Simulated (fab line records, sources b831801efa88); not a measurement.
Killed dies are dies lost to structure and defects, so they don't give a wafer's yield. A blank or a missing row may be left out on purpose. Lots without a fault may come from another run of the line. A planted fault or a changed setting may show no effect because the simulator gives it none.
Which tool did it? | flow gf180mcu | 12 lots, 36 wafers sampled, at 4 steps of a route of 602

WHAT THE GAUGES READ, wafer by wafer
GF_M2_CD_MEAS_14: target cd 280 nm.
lot  | measured     | on        | cd_nm (nm)
L549 | day 19 06:14 | cd_sem-01 | 281.6 281.7 281.9
L550 | day 19 12:35 | cd_sem-02 | 278.1 278.1 278.2
L551 | day 19 22:43 | cd_sem-02 | 280.0 279.5 280.1
L554 | day 20 23:01 | cd_sem-01 | 278.8 278.5 278.0
L562 | day 23 16:25 | cd_sem-02 | 279.5 278.3 278.4
L565 | day 25 00:46 | cd_sem-02 | 280.4 278.3 280.6
L566 | day 25 15:54 | cd_sem-02 | 279.6 280.0 279.9
L567 | day 25 22:44 | cd_sem-01 | 278.9 280.0 279.8
L568 | day 26 07:39 | cd_sem-01 | 280.9 281.3 281.1
L570 | day 26 10:17 | cd_sem-02 | 281.1 282.5 282.4
L571 | day 26 20:37 | cd_sem-02 | 280.2 279.7 280.3
L572 | day 27 05:20 | cd_sem-01 | 281.1 283.1 281.6

GF_M2_OVL_MEAS_15.
lot  | measured     | on         | M2_OVL (nm)
L549 | day 19 06:20 | overlay-02 | 11 10 11
L550 | day 19 12:42 | overlay-01 | 3 5 2
L551 | day 19 22:51 | overlay-01 | 4 8 4
L554 | day 20 23:07 | overlay-01 | 7 4 2
L562 | day 23 16:32 | overlay-01 | -1 2 3
L565 | day 25 00:52 | overlay-02 | 1 5 3
L566 | day 25 16:01 | overlay-02 | -7 -4 -7
L567 | day 25 22:49 | overlay-02 | 4 2 1
L568 | day 26 07:46 | overlay-01 | 5 7 6
L570 | day 26 10:24 | overlay-01 | 2 -4 4
L571 | day 26 20:43 | overlay-01 | -4 -6 -10
L572 | day 27 05:26 | overlay-02 | -2 1 0

GF_V2_THK_MEAS_03.
lot  | measured     | on            | V2_CVD_02_THK (nm)
L549 | day 19 07:24 | film_metro-01 | 847 878 848
L550 | day 19 13:46 | film_metro-03 | 846 858 856
L551 | day 19 23:46 | film_metro-03 | 854 859 870
L554 | day 21 00:05 | film_metro-01 | 879 864 888
L562 | day 23 17:30 | film_metro-01 | 853 857 861
L565 | day 25 01:47 | film_metro-03 | 829 854 849
L566 | day 25 17:03 | film_metro-01 | 838 845 851
L567 | day 25 23:52 | film_metro-02 | 872 866 868
L568 | day 26 08:40 | film_metro-03 | 848 858 858
L570 | day 26 11:18 | film_metro-03 | 847 856 856
L571 | day 26 21:37 | film_metro-02 | 841 852 855
L572 | day 27 06:21 | film_metro-01 | 845 853 852

WHICH TOOL RAN EACH LOT (tool, then ch and the chambers of the sampled wafers, then the start)
lot  | GF_V2_CVD_02
L549 | pecvd-01 ch 1,2, day 19 07:19
L550 | pecvd-01 ch 0,1, day 19 13:42
L551 | pecvd-03 ch 0,1, day 19 23:41
L554 | pecvd-01 ch 1,2, day 21 00:00
L562 | pecvd-04 ch 0,2, day 23 17:26
L565 | pecvd-04 ch 0,2, day 25 01:41
L566 | pecvd-04 ch 0,1, day 25 16:59
L567 | pecvd-01 ch 0,1,2, day 25 23:48
L568 | pecvd-01 ch 0,1,2, day 26 08:37
L570 | pecvd-01 ch 0,1,2, day 26 11:14
L571 | pecvd-01 ch 1,2, day 26 21:32
L572 | pecvd-03 ch 0,2, day 27 06:16
- GF_V2_CVD_02: deposits SiO2 from TEOS, target thk 850 nm, time 94.851 s.

WHAT THE TOOLS THEMSELVES READ (means of the sampled wafers that have a number; where no wafer has one, the mark that the record gives instead)
GF_V2_CVD_02.
lot  | tool     | heater_power_w (W) | rf_fwd_power_W (W)
L549 | pecvd-01 | 578                | 597.2
L550 | pecvd-01 | 644                | 595.1
L551 | pecvd-03 | 630                | 595.7
L554 | pecvd-01 | 520                | 662.5
L562 | pecvd-04 | 573                | 598.2
L565 | pecvd-04 | 506                | 596.4
L566 | pecvd-04 | 609                | 598.8
L567 | pecvd-01 | 588                | 595.3
L568 | pecvd-01 | 606                | 596.4
L570 | pecvd-01 | 586                | 596.0
L571 | pecvd-01 | 584                | 595.7
L572 | pecvd-03 | 636                | 596.5

THE ANSWER, worked out from the rows above alone
Rule: what is usual is taken from the lots themselves. Put in order of their means at a reading, lots are off if they are a third of the lots or fewer, leave a main group of 4 or more, and stand apart from it by a gap of 3 or more times the standard deviation of the main group's means; of several such gaps the widest counts. A main group whose means are all the same, to the digits that the tables above print for the reading, isn't used. A lot without any number at a reading at which 4 lots or more have one is off too. The other lots that the step has rows for count as sound. The gauges are gone through in route order, then the tools' own readings, and for those a lot's mean is taken as printed above. The first step at which some lot is off is used, and at that step the reading that is off furthest; a lot without a number counts as furthest.
Off: L554, at GF_V2_CVD_02 (rf_fwd_power_W). The main group: mean 596.5 W, standard deviation 1.1.
A tool fits if, at that step or a process step before it, it ran every lot that is off, and no sound lot after the first of them. None of those tried fits.

WHAT THE SIMULATOR HAD PUT IN
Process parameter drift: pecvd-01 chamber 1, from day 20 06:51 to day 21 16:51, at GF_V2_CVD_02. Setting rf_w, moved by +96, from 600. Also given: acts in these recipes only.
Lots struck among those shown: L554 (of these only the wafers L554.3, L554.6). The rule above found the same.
